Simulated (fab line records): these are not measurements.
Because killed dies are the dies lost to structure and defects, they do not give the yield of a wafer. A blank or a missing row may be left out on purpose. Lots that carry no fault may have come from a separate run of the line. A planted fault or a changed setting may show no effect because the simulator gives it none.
The tool behind it: which one? :: flow gf180mcu :: 15 lots, 45 wafers sampled, at 4 steps of a route of 602

== WHAT EACH GAUGE READ, for each wafer ==
The record lacks any reading of a measuring or inspecting step that a usual standard deviation could be used to judge.

== EACH LOT AND THE TOOL THAT RAN IT (in order: tool; ch and the chambers of the sampled wafers; start) ==
lot: L785
GF_MIM_SPUTTER_03: pvd sputter-04, day 24 18:24
GF_MIM_CVD_05: pecvd-03 ch 1,2, day 24 18:28
GF_MIM_STRIP_20: plasma asher-03 ch 0,1, day 25 15:42
GF_M5_PEB_05: litho track-04 ch 0, day 26 12:38

lot: L786
GF_MIM_SPUTTER_03: pvd sputter-04, day 24 22:23
GF_MIM_CVD_05: pecvd-02 ch 0,1,2, day 24 22:27
GF_MIM_STRIP_20: plasma asher-03 ch 0,1, day 25 19:52
GF_M5_PEB_05: litho track-01 ch 0, day 26 16:23

lot: L787
GF_MIM_SPUTTER_03: pvd sputter-03, day 25 06:44
GF_MIM_CVD_05: pecvd-04 ch 0,1,2, day 25 06:48
GF_MIM_STRIP_20: plasma asher-03 ch 0,1, day 26 04:10
GF_M5_PEB_05: litho track-04 ch 0, day 27 00:37

lot: L788
GF_MIM_SPUTTER_03: pvd sputter-03, day 25 07:40
GF_MIM_CVD_05: pecvd-03 ch 0,1,2, day 25 07:43
GF_MIM_STRIP_20: plasma asher-04 ch 0,1, day 26 04:32
GF_M5_PEB_05: litho track-04 ch 0, day 27 00:58

lot: L789
GF_MIM_SPUTTER_03: pvd sputter-03, day 26 05:05
GF_MIM_CVD_05: pecvd-03 ch 0,1, day 26 05:08
GF_MIM_STRIP_20: plasma asher-03 ch 0,1, day 27 01:46
GF_M5_PEB_05: litho track-01 ch 0, day 27 21:19

lot: L790
GF_MIM_SPUTTER_03: pvd sputter-04, day 26 10:17
GF_MIM_CVD_05: pecvd-03 ch 0,1,2, day 26 10:21
GF_MIM_STRIP_20: plasma asher-02 ch 0,1, day 27 07:04
GF_M5_PEB_05: litho track-04 ch 0, day 28 02:16

lot: L791
GF_MIM_SPUTTER_03: pvd sputter-04, day 26 20:38
GF_MIM_CVD_05: pecvd-03 ch 0,2, day 26 20:42
GF_MIM_STRIP_20: plasma asher-03 ch 0,1, day 27 17:19
GF_M5_PEB_05: litho track-04 ch 0, day 28 12:37

lot: L792
GF_MIM_SPUTTER_03: pvd sputter-03, day 27 09:42
GF_MIM_CVD_05: pecvd-04 ch 0,2, day 27 09:46
GF_MIM_STRIP_20: plasma asher-04 ch 0,1, day 28 05:02
GF_M5_PEB_05: litho track-01 ch 0, day 29 00:50

lot: L795
GF_MIM_SPUTTER_03: pvd sputter-04, day 28 05:01
GF_MIM_CVD_05: pecvd-02 ch 1,2, day 28 05:05
GF_MIM_STRIP_20: plasma asher-03 ch 0,1, day 29 00:35
GF_M5_PEB_05: litho track-01 ch 0, day 29 19:29

lot: L796
GF_MIM_SPUTTER_03: pvd sputter-04, day 28 12:13
GF_MIM_CVD_05: pecvd-04 ch 1,2, day 28 12:16
GF_MIM_STRIP_20: plasma asher-03 ch 0,1, day 29 07:59
GF_M5_PEB_05: litho track-02 ch 0, day 30 02:39

lot: L797
GF_MIM_SPUTTER_03: pvd sputter-02, day 28 17:37
GF_MIM_CVD_05: pecvd-04 ch 1,2, day 28 17:41
GF_MIM_STRIP_20: plasma asher-04 ch 0,1, day 29 12:24
GF_M5_PEB_05: litho track-04 ch 0, day 30 06:56

lot: L798
GF_MIM_SPUTTER_03: pvd sputter-04, day 28 21:06
GF_MIM_CVD_05: pecvd-04 ch 0,1,2, day 28 21:10
GF_MIM_STRIP_20: plasma asher-04 ch 0,1, day 29 16:42
GF_M5_PEB_05: litho track-01 ch 0, day 30 11:39

lot: L800
GF_MIM_SPUTTER_03: pvd sputter-03, day 29 07:57
GF_MIM_CVD_05: pecvd-02 ch 0,2, day 29 08:01
GF_MIM_STRIP_20: plasma asher-02 ch 0,1, day 30 03:22
GF_M5_PEB_05: litho track-04, day 30 21:16

lot: L799
GF_MIM_SPUTTER_03: pvd sputter-02, day 29 10:30
GF_MIM_CVD_05: pecvd-04 ch 0,1,2, day 29 10:34
GF_MIM_STRIP_20: plasma asher-04 ch 0,1, day 30 05:39
GF_M5_PEB_05: litho track-02, day 30 23:42

lot: L801
GF_MIM_SPUTTER_03: pvd sputter-04, day 29 14:57
GF_MIM_CVD_05: pecvd-04 ch 1,2, day 29 15:01
GF_MIM_STRIP_20: plasma asher-02 ch 0,1, day 30 08:58
GF_M5_PEB_05: litho track-04, day 31 02:52
- GF_MIM_SPUTTER_03: material Ti, target thk 10 nm, time 6.7 s.
- GF_MIM_CVD_05: deposits Si3N4, target thk 42 nm, time 29.086 s.
- GF_MIM_STRIP_20: strips in O2/N2.
- GF_M5_PEB_05: peb time 90 s.

== WHAT THE TOOLS THEMSELVES READ (means of the sampled wafers that have a number; where no wafer has one, the mark that the record gives instead) ==
GF_MIM_SPUTTER_03.
lot: L785
tool: pvd sputter-04
chamber pressure pa (Pa): 0.2991
throttle valve pct (%): 30.3

lot: L786
tool: pvd sputter-04
chamber pressure pa (Pa): 0.2994
throttle valve pct (%): 30.6

lot: L787
tool: pvd sputter-03
chamber pressure pa (Pa): 0.2997
throttle valve pct (%): 31.1

lot: L788
tool: pvd sputter-03
chamber pressure pa (Pa): 0.2999
throttle valve pct (%): 30.3

lot: L789
tool: pvd sputter-03
chamber pressure pa (Pa): 0.2995
throttle valve pct (%): 29.7

lot: L790
tool: pvd sputter-04
chamber pressure pa (Pa): 0.2995
throttle valve pct (%): 29.5

lot: L791
tool: pvd sputter-04
chamber pressure pa (Pa): 0.3003
throttle valve pct (%): 30.5

lot: L792
tool: pvd sputter-03
chamber pressure pa (Pa): 0.3000
throttle valve pct (%): 30.5

lot: L795
tool: pvd sputter-04
chamber pressure pa (Pa): 0.2999
throttle valve pct (%): 30.6

lot: L796
tool: pvd sputter-04
chamber pressure pa (Pa): 0.2998
throttle valve pct (%): 29.4

lot: L797
tool: pvd sputter-02
chamber pressure pa (Pa): 0.3001
throttle valve pct (%): 29.1

lot: L798
tool: pvd sputter-04
chamber pressure pa (Pa): 0.3006
throttle valve pct (%): 30.1

lot: L800
tool: pvd sputter-03
chamber pressure pa (Pa): 0.3003
throttle valve pct (%): 30.2

lot: L799
tool: pvd sputter-02
chamber pressure pa (Pa): 0.2995
throttle valve pct (%): 29.1

lot: L801
tool: pvd sputter-04
chamber pressure pa (Pa): 0.2994
throttle valve pct (%): 30.2

GF_MIM_CVD_05.
lot: L785
tool: pecvd-03
heater power outer w (W): 404
heater power w (W): 727

lot: L786
tool: pecvd-02
heater power outer w (W): 358
heater power w (W): 628

lot: L787
tool: pecvd-04
heater power outer w (W): 391
heater power w (W): 659

lot: L788
tool: pecvd-03
heater power outer w (W): 393
heater power w (W): 681

lot: L789
tool: pecvd-03
heater power outer w (W): 412
heater power w (W): 719

lot: L790
tool: pecvd-03
heater power outer w (W): 357
heater power w (W): 627

lot: L791
tool: pecvd-03
heater power outer w (W): 312
heater power w (W): 530

lot: L792
tool: pecvd-04
heater power outer w (W): 397
heater power w (W): 661

lot: L795
tool: pecvd-02
heater power outer w (W): 322
heater power w (W): 603

lot: L796
tool: pecvd-04
heater power outer w (W): 454
heater power w (W): 745

lot: L797
tool: pecvd-04
heater power outer w (W): 405
heater power w (W): 679

lot: L798
tool: pecvd-04
heater power outer w (W): 364
heater power w (W): 618

lot: L800
tool: pecvd-02
heater power outer w (W): 313
heater power w (W): 565

lot: L799
tool: pecvd-04
heater power outer w (W): 384
heater power w (W): 638

lot: L801
tool: pecvd-04
heater power outer w (W): 445
heater power w (W): 724

GF_MIM_STRIP_20.
lot: L785
tool: plasma asher-03
drypump motor current A (A): 5.6
heater power w (W): 262
oes product au (a.u.): 0.692
strip time to endpoint s (s): 11.28

lot: L786
tool: plasma asher-03
drypump motor current A (A): 5.6
heater power w (W): 263
oes product au (a.u.): 0.695
strip time to endpoint s (s): 11.32

lot: L787
tool: plasma asher-03
drypump motor current A (A): 6.0
heater power w (W): 252
oes product au (a.u.): 0.691
strip time to endpoint s (s): 11.24

lot: L788
tool: plasma asher-04
drypump motor current A (A): 5.8
heater power w (W): 329
oes product au (a.u.): 0.692
strip time to endpoint s (s): 11.20

lot: L789
tool: plasma asher-03
drypump motor current A (A): 5.6
heater power w (W): 266
oes product au (a.u.): 0.696
strip time to endpoint s (s): 11.25

lot: L790
tool: plasma asher-02
drypump motor current A (A): 5.8
heater power w (W): 352
oes product au (a.u.): 0.688
strip time to endpoint s (s): 11.21

lot: L791
tool: plasma asher-03
drypump motor current A (A): 5.6
heater power w (W): 260
oes product au (a.u.): 0.691
strip time to endpoint s (s): 11.29

lot: L792
tool: plasma asher-04
drypump motor current A (A): 5.8
heater power w (W): 328
oes product au (a.u.): 0.697
strip time to endpoint s (s): 11.24

lot: L795
tool: plasma asher-03
drypump motor current A (A): 5.6
heater power w (W): 268
oes product au (a.u.): 0.690
strip time to endpoint s (s): 11.17

lot: L796
tool: plasma asher-03
drypump motor current A (A): 5.6
heater power w (W): 265
oes product au (a.u.): 0.694
strip time to endpoint s (s): 11.26

lot: L797
tool: plasma asher-04
drypump motor current A (A): 5.8
heater power w (W): 320
oes product au (a.u.): 0.694
strip time to endpoint s (s): 11.28

lot: L798
tool: plasma asher-04
drypump motor current A (A): 5.8
heater power w (W): 327
oes product au (a.u.): 0.692
strip time to endpoint s (s): 11.26

lot: L800
tool: plasma asher-02
drypump motor current A (A): 5.8
heater power w (W): 354
oes product au (a.u.): 0.689
strip time to endpoint s (s): 11.24

lot: L799
tool: plasma asher-04
drypump motor current A (A): 5.6
heater power w (W): 339
oes product au (a.u.): 0.693
strip time to endpoint s (s): 11.22

lot: L801
tool: plasma asher-02
drypump motor current A (A): 5.9
heater power w (W): 358
oes product au (a.u.): 0.694
strip time to endpoint s (s): 11.26

GF_M5_PEB_05.
lot: L785
tool: litho track-04
chill plate temp C (C): 22.99
exhaust pa (Pa): 45.4
plate temp C (C): 135.15

lot: L786
tool: litho track-01
chill plate temp C (C): 23.04
exhaust pa (Pa): 45.7
plate temp C (C): 135.10

lot: L787
tool: litho track-04
chill plate temp C (C): 22.97
exhaust pa (Pa): 45.7
plate temp C (C): 134.86

lot: L788
tool: litho track-04
chill plate temp C (C): 23.13
exhaust pa (Pa): 44.1
plate temp C (C): 135.07

lot: L789
tool: litho track-01
chill plate temp C (C): 23.05
exhaust pa (Pa): 45.1
plate temp C (C): 135.15

lot: L790
tool: litho track-04
chill plate temp C (C): 23.01
exhaust pa (Pa): 45.1
plate temp C (C): 135.26

lot: L791
tool: litho track-04
chill plate temp C (C): 23.14
exhaust pa (Pa): 46.4
plate temp C (C): 134.92

lot: L792
tool: litho track-01
chill plate temp C (C): 23.07
exhaust pa (Pa): 45.4
plate temp C (C): 135.12

lot: L795
tool: litho track-01
chill plate temp C (C): 22.90
exhaust pa (Pa): 45.3
plate temp C (C): 135.07

lot: L796
tool: litho track-02
chill plate temp C (C): 22.90
exhaust pa (Pa): 45.3
plate temp C (C): 134.79

lot: L797
tool: litho track-04
chill plate temp C (C): 22.84
exhaust pa (Pa): 45.1
plate temp C (C): 134.86

lot: L798
tool: litho track-01
chill plate temp C (C): 22.93
exhaust pa (Pa): 45.6
plate temp C (C): 135.10

lot: L800
tool: litho track-04
chill plate temp C (C): -
exhaust pa (Pa): -
plate temp C (C): -

lot: L799
tool: litho track-02
chill plate temp C (C): -
exhaust pa (Pa): -
plate temp C (C): -

lot: L801
tool: litho track-04
chill plate temp C (C): -
exhaust pa (Pa): -
plate temp C (C): -

== THE ANSWER, worked out from the rows above alone ==
Rule: usual is defined by the lots themselves. The widest of any qualifying gaps counts: lots, ordered by their means at a reading, are off when they make up no more than a third of the lots, leave a main group of 4 or more, and stand apart from it by 3 or more times the standard deviation of that group's means. A main group is skipped when, at the precision printed for the reading in the tables above, its means are all equal. Also off: a lot with no number at a reading for which 4 or more lots have one. All remaining lots with rows at the step are treated as sound. The gauges are gone through in route order, then the tools' own readings, and for those a lot's mean is taken as printed above. The first step at which some lot is off is used, and at that step the reading that is off furthest; a lot without a number counts as furthest.
Off at GF_M5_PEB_05 (chill plate temp C): L800, L799, L801. Without a number there: L800, L799, L801. Mean 23.00 C and standard deviation 0.09 in the main group.
A tool fits if, at that step or a process step before it, it ran every lot that is off, and no sound lot after the first of them. No candidate that was tried fits.

== WHAT WAS PUT IN BY THE SIMULATOR ==
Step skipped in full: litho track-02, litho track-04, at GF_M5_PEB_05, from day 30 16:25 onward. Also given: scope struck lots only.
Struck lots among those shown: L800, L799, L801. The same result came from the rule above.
